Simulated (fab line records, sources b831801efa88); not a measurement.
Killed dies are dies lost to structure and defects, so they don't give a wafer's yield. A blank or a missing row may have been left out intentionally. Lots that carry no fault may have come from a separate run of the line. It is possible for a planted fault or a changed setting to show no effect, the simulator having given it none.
Struck lot and sound lot, side by side / flow sky130 / 17 out of 708 route steps
Sound: the wafers L849.2, L849.3, L849.6. The struck wafers were L853.1, L853.5, L853.6. Last of all comes the cause.
Order at every step that has rows: each side's tool, ch and its chambers, its first start. Under that, the readings that differ: sound wafers / struck wafers / difference of the means / sigmas: that difference in standard deviations of wafers without a fault.
alike: readings with means less than 2 such deviations apart, plus words and numbers identical on both sides. not compared: withheld readings, readings lacking a value on some wafer, bounds such as >300 that could conceal the same value, and numbers that have no deviation in the record and whose values overlap.
A row with sigmas, a row that says differs or no value, or rows on one side alone: a step with any of these is where the two part. When numbers do not overlap yet have no deviation, they are printed without sigmas and do not part them. A reading missing from all wafers of one side parts the sides only when that side holds two or more wafers.

first, 4 steps without rows for these wafers: SKY_LDD_HVN_SOFTBAKE_03 (time 60 s); SKY_LDD_HVN_EXPOSE_04 (exposes mask HVNTM, target cd 700 nm); SKY_LDD_HVN_PEB_05; SKY_LDD_HVN_DEVELOP_06 (develop time 60 s).
SKY_LDD_HVN_OVL_MEAS_07:
  sound on overlay-02, day 22 15:18; struck on overlay-01, day 24 06:50
  alike: LDD_HVN_OVL
after that, 1 step had no rows for these wafers: SKY_LDD_HVN_IMPLANT_08.
SKY_LDD_HVN_STRIP_09: strips in O2/N2.
  sound on plasma-asher-02 ch 0, day 22 15:29; struck on plasma-asher-04 ch 0,1, day 24 07:01
  alike: drypump-motor-current-A, n2-flow-sccm, oes-product-au, strip-time-to-endpoint-s
  not compared: rf-hours-counter-h
SKY_LDD_HVN_TW_MEAS_10:
  sound on film-metro-01, day 22 15:35; struck on film-metro-02, day 24 07:07
  alike: LDD_HVN_TW
then, 4 steps without rows for these wafers: SKY_LDD_HVP_DEHYDRATE_00 (time 60 s); SKY_LDD_HVP_HMDS_01 (prime time 60 s); SKY_LDD_HVP_COAT_02 (resist thk 300 nm); SKY_LDD_HVP_SOFTBAKE_03 (time 60 s).
SKY_LDD_HVP_EXPOSE_04: exposes mask HVPTM, target cd 700 nm.
  sound on iline-stepper-02 ch 0, day 23 06:14; struck on iline-stepper-01 ch 0, day 24 21:51
reading=model.LDD_HVP.overlay-x-nm (nm); sound=2.095 2.095 2.095; struck=45.41 45.41 45.41; difference=+43.31; sigmas=
  alike: mask
then, 2 steps without rows for these wafers: SKY_LDD_HVP_PEB_05; SKY_LDD_HVP_DEVELOP_06 (develop time 60 s).
SKY_LDD_HVP_OVL_MEAS_07:
  sound on overlay-01, day 23 21:15; struck on overlay-02, day 25 13:02
reading=LDD_HVP_OVL (nm); sound=0.8 1.9 1.3; struck=44.5 45.9 46.2; difference=+44.2; sigmas=+29
  not compared: hold
after that, 1 step had no rows for these wafers: SKY_PAD_OPEN_PROBE_99.

== WHERE THEY PART ==
SKY_LDD_HVP_OVL_MEAS_07 only, going by this record.

WHY: whatever the simulator had introduced
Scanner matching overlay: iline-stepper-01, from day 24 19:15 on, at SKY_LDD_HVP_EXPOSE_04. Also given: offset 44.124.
